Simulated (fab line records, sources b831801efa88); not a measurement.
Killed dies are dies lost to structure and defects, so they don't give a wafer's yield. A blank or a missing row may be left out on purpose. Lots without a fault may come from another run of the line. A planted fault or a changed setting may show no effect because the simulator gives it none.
Which tool did it? | flow gf180mcu | 14 lots, 42 wafers sampled, at 4 steps of a route of 602

WHAT THE GAUGES READ, wafer by wafer
GF_V3_BOW_MEAS_05.
lot  | measured     | on            | V3_BOW (um)
L585 | day 21 10:36 | film_metro-04 | 119 112 122
L586 | day 21 23:28 | film_metro-01 | 121 111 105
L589 | day 23 08:40 | film_metro-03 | 117 122 132
L590 | day 23 10:32 | film_metro-03 | 112 107 95
L592 | day 24 02:02 | film_metro-04 | 121 118 110
L593 | day 24 11:06 | film_metro-01 | 113 106 113
L595 | day 25 05:22 | film_metro-04 | 110 114 125
L598 | day 26 06:18 | film_metro-03 | 112 119 113
L599 | day 26 14:08 | film_metro-03 | 110 110 111
L603 | day 27 16:59 | film_metro-04 | 120 124 119
L604 | day 27 21:19 | film_metro-01 | 112 125 116
L605 | day 28 06:52 | film_metro-03 | 113 94 115
L606 | day 28 10:53 | film_metro-01 | 128 122 121
L608 | day 29 03:14 | film_metro-01 | 119 129 122

GF_M4_THK_MEAS_06: measures by xrf.
lot  | measured     | on            | M4_ALCU_THK (nm)
L585 | day 22 12:32 | film_metro-01 | 455 455 455
L586 | day 23 00:57 | film_metro-01 | 452 457 467
L589 | day 24 09:10 | film_metro-03 | 467 457 455
L590 | day 24 11:01 | film_metro-03 | 467 454 458
L592 | day 25 01:44 | film_metro-02 | 457 455 461
L593 | day 25 10:44 | film_metro-03 | 447 456 455
L595 | day 26 04:47 | film_metro-01 | 444 439 450
L598 | day 27 05:26 | film_metro-02 | 509 519 509
L599 | day 27 12:23 | film_metro-02 | 502 498 498
L603 | day 28 14:02 | film_metro-01 | 459 448 452
L604 | day 28 19:01 | film_metro-03 | 466 459 460
L605 | day 29 04:04 | film_metro-03 | 452 460 456
L606 | day 29 08:23 | film_metro-03 | 468 468 467
L608 | day 29 23:55 | film_metro-01 | 448 452 446

GF_M4_CD_MEAS_14: target cd 280 nm.
lot  | measured     | on        | cd_nm (nm)
L585 | day 23 11:23 | cd_sem-02 | 280.6 279.9 279.8
L586 | day 23 23:07 | cd_sem-01 | 281.1 280.7 280.2
L589 | day 25 06:41 | cd_sem-02 | 278.5 277.7 278.8
L590 | day 25 08:23 | cd_sem-02 | 277.6 278.4 277.7
L592 | day 25 22:31 | cd_sem-01 | 278.0 277.4 278.1
L593 | day 26 07:44 | cd_sem-02 | 279.4 278.5 278.3
L595 | day 27 01:37 | cd_sem-01 | 280.0 279.8 280.4
L598 | day 28 01:03 | cd_sem-01 | 279.2 280.7 279.8
L599 | day 28 08:46 | cd_sem-01 | 279.3 278.5 278.4
L603 | day 29 09:01 | cd_sem-02 | 279.8 280.4 282.0
L604 | day 29 13:45 | cd_sem-01 | 280.5 280.5 281.1
L605 | day 29 22:46 | cd_sem-02 | 280.9 280.1 280.9
L606 | day 30 03:11 | cd_sem-02 | 279.2 278.8 278.7
L608 | day 30 17:58 | cd_sem-01 | 281.0 279.8 279.9

WHICH TOOL RAN EACH LOT (tool, then ch and the chambers of the sampled wafers, then the start)
lot  | GF_M4_SPUTTER_04
L585 | pvd_sputter-01, day 22 12:21
L586 | pvd_sputter-02, day 23 00:47
L589 | pvd_sputter-02, day 24 08:58
L590 | pvd_sputter-02, day 24 10:52
L592 | pvd_sputter-01, day 25 01:30
L593 | pvd_sputter-01, day 25 10:34
L595 | pvd_sputter-01, day 26 04:37
L598 | pvd_sputter-01, day 27 05:16
L599 | pvd_sputter-03, day 27 12:10
L603 | pvd_sputter-01, day 28 13:51
L604 | pvd_sputter-01, day 28 18:51
L605 | pvd_sputter-03, day 29 03:53
L606 | pvd_sputter-01, day 29 08:13
L608 | pvd_sputter-03, day 29 23:45
- GF_M4_SPUTTER_04: material TiN, target thk 50 nm, time 41.7 s.

WHAT THE TOOLS THEMSELVES READ (means of the sampled wafers that have a number; where no wafer has one, the mark that the record gives instead)
GF_M4_SPUTTER_04.
lot  | tool           | cathode_dc_power_W (W) | chamber_pressure_pa (Pa) | throttle_valve_pct (%)
L585 | pvd_sputter-01 | 6500.3                 | 0.3989                   | 29.7
L586 | pvd_sputter-02 | 6500.6                 | 0.4005                   | 30.3
L589 | pvd_sputter-02 | 6500.6                 | 0.4002                   | 30.3
L590 | pvd_sputter-02 | 6499.1                 | 0.3999                   | 30.3
L592 | pvd_sputter-01 | 6500.4                 | 0.4001                   | 29.9
L593 | pvd_sputter-01 | 6499.0                 | 0.3997                   | 29.5
L595 | pvd_sputter-01 | 6499.8                 | 0.3999                   | 30.3
L598 | pvd_sputter-01 | -                      | -                        | -
L599 | pvd_sputter-03 | -                      | -                        | -
L603 | pvd_sputter-01 | 6501.4                 | 0.3995                   | 30.4
L604 | pvd_sputter-01 | 6499.6                 | 0.4001                   | 30.0
L605 | pvd_sputter-03 | 6499.5                 | 0.4002                   | 29.7
L606 | pvd_sputter-01 | 6499.8                 | 0.3997                   | 28.8
L608 | pvd_sputter-03 | 6499.6                 | 0.3998                   | 29.4

THE ANSWER, worked out from the rows above alone
Rule: what is usual is taken from the lots themselves. Put in order of their means at a reading, lots are off if they are a third of the lots or fewer, leave a main group of 4 or more, and stand apart from it by a gap of 3 or more times the standard deviation of the main group's means; of several such gaps the widest counts. A main group whose means are all the same, to the digits that the tables above print for the reading, isn't used. A lot without any number at a reading at which 4 lots or more have one is off too. The other lots that the step has rows for count as sound. The gauges are gone through in route order, then the tools' own readings, and for those a lot's mean is taken as printed above. The first step at which some lot is off is used, and at that step the reading that is off furthest; a lot without a number counts as furthest.
Off: L598, L599, at GF_M4_THK_MEAS_06 (M4_ALCU_THK). The main group: mean 456 nm, standard deviation 5.9.
A tool fits if, at a process step before that reading, it ran every lot that is off, and no sound lot after the first of them. The gauges at GF_M4_THK_MEAS_06 aren't tried: what is off there is off at GF_M4_SPUTTER_04 too, on other tools, and a gauge's error can't cause that. None of those tried fits.

WHAT THE SIMULATOR HAD PUT IN
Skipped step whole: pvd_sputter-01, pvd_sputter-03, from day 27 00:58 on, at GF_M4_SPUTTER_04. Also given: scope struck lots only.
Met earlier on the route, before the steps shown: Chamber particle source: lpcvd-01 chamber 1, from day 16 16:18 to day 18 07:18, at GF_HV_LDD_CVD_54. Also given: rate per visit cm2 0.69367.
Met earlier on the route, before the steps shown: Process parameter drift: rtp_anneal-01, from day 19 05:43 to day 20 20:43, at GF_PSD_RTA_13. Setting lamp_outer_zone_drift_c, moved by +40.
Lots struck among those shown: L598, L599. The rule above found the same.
